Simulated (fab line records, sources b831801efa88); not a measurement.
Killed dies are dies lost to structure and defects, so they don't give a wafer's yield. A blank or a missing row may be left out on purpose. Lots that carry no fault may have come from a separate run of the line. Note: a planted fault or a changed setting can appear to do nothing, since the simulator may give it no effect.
A struck lot beside a sound one :: flow sky130 :: 43 out of 708 route steps
Sound: the wafers L327.2, L327.4, L327.6. Struck: wafers L340.1, L340.5 (left out: L340.2, a lot-mate that was not struck); the cause follows at the end.
Each step with rows lists, per side, the tool, then ch with its chambers, then its first start. Under that, the readings that differ: sound wafers :: struck wafers :: difference of the means :: sigmas: that difference in standard deviations of wafers without a fault.
alike: a reading whose means differ by less than 2 such deviations, as well as words and numbers matching on both sides. not compared: withheld readings; readings where some wafer has no value; bounds like >300 that might hide an equal value; numbers whose values overlap and for which the record gives no deviation.
The two part at a step that has a row with sigmas, a row that says differs or no value, or rows on one side only. Non-overlapping numbers with no deviation appear without sigmas and do not part them. Lack of a reading on every wafer of one side parts them only where that side has two or more wafers.

first, 5 steps without rows for these wafers: SKY_VIA3_STRIP_17 (strips in post etch residue remover, time 1200 s); SKY_VIA3_CLEAN_18 (cleans in IPA, time 180 s); SKY_VIA3_CLEAN_19 (cleans in O3/DIW); SKY_VIA3_SPUTTER_20 (material TiN, target thk 20 nm, time 80 s); SKY_VIA3_CVD_21 (deposits W, target thk 390 nm, time 117.31 s).
SKY_VIA3_RS_MEAS_22: measurement is done with a four-point probe.
  sound on film metro-03 at day 41 23:56; struck on film metro-01 at day 45 05:30
  alike: VIA3_W_RS
SKY_VIA3_THK_MEAS_23: measures by xrf.
  sound on film metro-03 at day 42 00:03; struck on film metro-01 at day 45 05:37
  alike: VIA3_W_THK
then, 3 steps without rows for these wafers: SKY_VIA3_CMP_24 (polishes, stops on SiO2, t overpolish 20 s, target thk 0 nm); SKY_METAL4_SPUTTER_00 (material Ti, target thk 15 nm, time 10 s); SKY_METAL4_SPUTTER_01 (material TiN, target thk 20 nm, time 16.7 s).
SKY_METAL4_SPUTTER_02: material AlCu, target thk 735 nm, time 39.1 s.
  sound on pvd sputter-04 at day 42 00:27; struck on pvd sputter-01 at day 45 06:02
reading: throttle valve pct (%)
sound: 30.2 30.0 30.3
struck: 28.3 28.3
difference: -1.9
sigmas: -3
SKY_METAL4_SPUTTER_03: material Ti, target thk 5 nm, time 3.3 s.
  sound on pvd sputter-04 at day 42 00:29; struck on pvd sputter-01 at day 45 06:04
reading: throttle valve pct (%)
sound: 30.2 30.0 30.0
struck: 28.4 28.7
difference: -1.5
sigmas: -2
SKY_METAL4_SPUTTER_04: material TiN, target thk 70 nm, time 58.3 s.
  sound on pvd sputter-04 at day 42 00:31; struck on pvd sputter-01 at day 45 06:05
reading: throttle valve pct (%)
sound: 30.0 30.1 29.9
struck: 28.6 28.7
difference: -1.4
sigmas: -2
then, 1 step without rows for these wafers: SKY_CAP2M_CVD_00 (deposits SiO2, target thk 15.5 nm).
SKY_CAP2M_THK_MEAS_01:
  sound on film metro-04 at day 42 00:35; struck on film metro-04 at day 45 06:10
  alike: CAP2M_CVD_00_THK
SKY_CAP2M_SPUTTER_02: material TiN, target thk 200 nm, time 166.7 s.
  sound on pvd sputter-02 at day 42 00:38; struck on pvd sputter-04 at day 45 06:13
  alike: throttle valve pct
SKY_CAP2M_RS_MEAS_03: measurement is done with a four-point probe.
  sound on film metro-02 at day 42 00:46; struck on film metro-02 at day 45 06:20
  alike: CAP2M_TIN_RS
SKY_CAP2M_THK_MEAS_04: measures by xrf.
  sound on film metro-02 at day 42 00:53; struck on film metro-02 at day 45 06:27
  alike: CAP2M_TIN_THK
then, 7 steps without rows for these wafers: SKY_CAP2M_DEHYDRATE_05 (time 60 s); SKY_CAP2M_HMDS_06 (prime time 60 s); SKY_CAP2M_COAT_07 (resist thk 1140 nm); SKY_CAP2M_SOFTBAKE_08 (time 60 s); SKY_CAP2M_EXPOSE_09 (exposes mask CAP2M, target cd 1000 nm); SKY_CAP2M_PEB_10; SKY_CAP2M_DEVELOP_11 (develop time 60 s).
SKY_CAP2M_OVL_MEAS_12:
  sound on overlay-02 at day 42 23:37; struck on overlay-01 at day 46 02:50
  alike: CAP2M_OVL
SKY_CAP2M_METAL_ETCH_13: etches TiN in Cl2/BCl3, stops on SiO2, target depth 220 nm, time 62.9 s.
  sound on rie metal-04 ch 0,1, day 42 23:38; struck on rie metal-04 ch 0, day 46 02:52
  alike: drypump motor current A, oes product au, throttle valve pct
  not compared: rf hours counter h
SKY_CAP2M_STRIP_14: strips in O2/N2.
  sound on plasma asher-03 ch 0,1, day 42 23:43; struck on plasma asher-04 ch 1, day 46 02:57
reading: drypump motor current A (A)
sound: 6.2 6.2 5.8
struck: 4.8 4.8
difference: -1.3
sigmas: -3
  alike: oes product au, strip time to endpoint s
  not compared: rf hours counter h
then, 11 steps without rows for these wafers: SKY_CAP2M_STRIP_15 (strips in post etch residue remover, time 1200 s); SKY_CAP2M_CLEAN_16 (cleans in IPA, time 180 s); SKY_CAP2M_CLEAN_17 (cleans in O3/DIW); SKY_METAL4_DEHYDRATE_05 (time 60 s); SKY_METAL4_HMDS_06 (prime time 60 s); SKY_METAL4_COAT_07 (resist thk 60 nm); SKY_METAL4_COAT_08 (resist thk 1140 nm); SKY_METAL4_SOFTBAKE_09 (time 90 s); SKY_METAL4_EXPOSE_10 (exposes mask MM4, target cd 300 nm); SKY_METAL4_PEB_11; SKY_METAL4_DEVELOP_12 (develop time 60 s).
SKY_METAL4_CD_MEAS_13: target cd 300 nm.
  sound on cd sem-01 at day 43 22:58; struck on cd sem-02 at day 47 00:09
  alike: cd nm
SKY_METAL4_OVL_MEAS_14:
  sound on overlay-02 at day 43 23:04; struck on overlay-02 at day 47 00:16
  alike: METAL4_OVL
then, 1 step without rows for these wafers: SKY_METAL4_DESCUM_15 (chemistry O2, time 8 s).
-- the record jumps here: 3 days lie between the struck wafers' starts before and after (it left off in module METAL4 and takes up again in module PAD_OPEN, whose first step shown is number 708 of the route) --
SKY_PAD_OPEN_PROBE_99:
  sound on prober-01 at day 47 17:54; struck on prober-01 at day 50 08:06
reading: defect limited yield (%)
sound: 82.5 82.9 80.3
struck: 72.0 72.8
difference: -9.5
sigmas: -5

reading: killed_at_M4_up
sound: 5 2 2
struck: 55 51
difference: +50
sigmas: +28

reading: killed dies
sound: 86 84 97
struck: 138 134
difference: +47
sigmas: +5

reading: sort_bin_3_pad_short (%)
sound: 0.6 1.0 1.2
struck: 3.0 1.8
difference: +1.5
sigmas: +3

reading: sort_bin_5_function (%)
sound: 11.0 11.2 10.0
struck: 17.5 17.9
difference: +7.0
sigmas: +5

reading: sort n pass
sound: 406 408 395
struck: 354 358
difference: -47
sigmas: -5

reading: sort yield pct (%)
sound: 82.5 82.9 80.3
struck: 72.0 72.8
difference: -9.5
sigmas: -5

reading: model.etest.tester.sort n pass
sound: 406 408 395
struck: 354 358
difference: -47
sigmas: 

reading: model.etest.tester.sort yield pct (%)
sound: 82.52 82.93 80.28
struck: 71.95 72.76
difference: -9.55
sigmas: 

reading: model.etest.tester.sort_bin_5_pct (%)
sound: 10.98 11.18 9.959
struck: 17.48 17.89
difference: +6.98
sigmas: 

reading: model.etest.tester.sort_bin_3_pct (%)
sound: 0.6098 1.016 1.22
struck: 3.049 1.829
difference: +1.490
sigmas: 
  alike: killed_at_M0_to_M3, killed at contacts, killed at front end, killed at other, killed open, killed short, sort_bin_6_memory

WHERE THEY PART
At SKY_METAL4_SPUTTER_02 first; at SKY_PAD_OPEN_PROBE_99 last (within this record only).

WHY: whatever the simulator had introduced
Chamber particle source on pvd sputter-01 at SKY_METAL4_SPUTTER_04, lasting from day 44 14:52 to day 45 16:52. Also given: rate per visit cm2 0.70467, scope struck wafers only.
